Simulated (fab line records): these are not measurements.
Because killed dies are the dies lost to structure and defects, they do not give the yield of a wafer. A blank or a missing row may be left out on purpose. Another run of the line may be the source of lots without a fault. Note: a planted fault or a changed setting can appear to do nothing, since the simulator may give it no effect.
Struck lot and sound lot, side by side	flow sky130	16 steps out of a route of 708
Sound: the wafers L539.2, L539.3, L539.6. Struck: wafers L541.2, L541.6 (left out: L541.3, a lot-mate that was not struck); the cause follows at the end.
For every step that has rows: the tool of each side, followed by ch and its chambers, followed by its first start. Under that, the readings that differ: sound wafers	struck wafers	difference of the means	sigmas: that difference in standard deviations of wafers without a fault.
alike: same words and numbers on both sides, and readings whose means sit less than 2 such deviations apart. not compared: any withheld reading, any reading some wafer has no value for, any bound like >300 that may hide the same value, and any number with overlapping values for which the record gives no deviation.
The two part at a step that has a row with sigmas, a row that says differs or no value, or rows on one side only. Non-overlapping numbers with no deviation appear without sigmas and do not part them. Lack of a reading on every wafer of one side parts them only where that side has two or more wafers.

first, 1 step without rows for these wafers: SKY_LDD_N_IMPLANT_15.
SKY_LDD_N_STRIP_16: strips in O2/N2.
  sound on plasma_asher-03 ch 0,1, day 21 00:41; struck on plasma_asher-01 ch 0,1, day 22 03:47
  alike: drypump_motor_current_A, oes_product_au, strip_time_to_endpoint_s
  not compared: rf_hours_counter_h
SKY_LDD_N_TW_MEAS_17:
  sound on film_metro-03 at day 21 00:48; struck on film_metro-01 at day 22 03:54
reading	sound	struck	difference	sigmas
LDD_N_TW	2541 2531 2538	2618 2615	+80	+2
then, 7 steps without rows for these wafers: SKY_LDD_P_DEHYDRATE_00 (time 60 s); SKY_LDD_P_HMDS_01 (prime time 60 s); SKY_LDD_P_COAT_02 (resist thk 1140 nm); SKY_LDD_P_SOFTBAKE_03 (time 60 s); SKY_LDD_P_EXPOSE_04 (exposes mask PSDM, target cd 380 nm); SKY_LDD_P_PEB_05; SKY_LDD_P_DEVELOP_06 (develop time 60 s).
SKY_LDD_P_CD_MEAS_07: the cd target is 380 nm.
  sound on cd_sem-02 at day 22 07:15; struck on cd_sem-01 at day 23 10:05
  alike: cd_nm
SKY_LDD_P_OVL_MEAS_08:
  sound on overlay-02 at day 22 07:21; struck on overlay-02 at day 23 10:11
  alike: LDD_P_OVL
SKY_LDD_P_IMPLANT_09:
  sound on implanter-04 ch 0, day 22 07:25; struck on implanter-04 ch 0, day 23 10:14
  alike: faraday_current_uA
SKY_LDD_P_STRIP_10: strips in O2/N2.
  sound on plasma_asher-01 ch 1, day 22 07:32; struck on plasma_asher-01 ch 0,1, day 23 10:22
  alike: drypump_motor_current_A, oes_product_au, strip_time_to_endpoint_s
  not compared: rf_hours_counter_h
SKY_LDD_P_TW_MEAS_11:
  sound on film_metro-01 at day 22 07:38; struck on film_metro-02 at day 23 10:42
reading	sound	struck	difference	sigmas
LDD_P_TW	642 643 644	583 581	-61	-6
  not compared: hold
-- a jump in the record: the struck wafers' starts before and after are 25 days apart (it breaks off in module LDD_P and resumes in module PAD_OPEN, where the first step shown is number 708 of the route) --
SKY_PAD_OPEN_PROBE_99:
  sound on prober-02 at day 47 19:02; struck on prober-02 at day 48 14:52
reading	sound	struck	difference	sigmas
model.etest.tip_p.rs_ohm_sq_range	129.4 108.5 108.1	4374 4495	+4319	
model.etest.tip_p.rs_ohm_sq	6721 6705 6748	1.115e+04 1.119e+04	+4.445e+03	
model.etest.tip_p.rs_ohm_sq_rim_less_centre	-43.81 -23.85 -34.08	-2218 -2126	-2138	
model.etest.pfet_01v8.r_on_ohm_um	2811 2795 2858	3033 3008	+199	
model.etest.pfet_01v8.drive_ua_um	201.3 202.5 197	183.4 184.4	-16.4	
model.etest.pfet_01v8.drive_ua_um_range	9.269 5.698 8.141	14.27 13.9	+6.38	
model.etest.pfet_01v8_hvt.drive_ua_um	148.1 150.3 147.9	136.4 137.5	-11.8	
model.etest.sram_pfet_latch.drive_ua_um	142.5 153.3 142.2	137.4 139.6	-7.5	
  alike: killed_at_M0_to_M3, killed_at_M4_up, killed_at_contacts, killed_at_front_end, killed_at_other, killed_dies, killed_open, killed_short

== WHERE THEY PART ==
First at SKY_LDD_N_TW_MEAS_17; last, within this record, at SKY_LDD_P_TW_MEAS_11. Later steps at which nothing parts them and some readings are alike: SKY_PAD_OPEN_PROBE_99.

WHY: the cause the simulator had injected
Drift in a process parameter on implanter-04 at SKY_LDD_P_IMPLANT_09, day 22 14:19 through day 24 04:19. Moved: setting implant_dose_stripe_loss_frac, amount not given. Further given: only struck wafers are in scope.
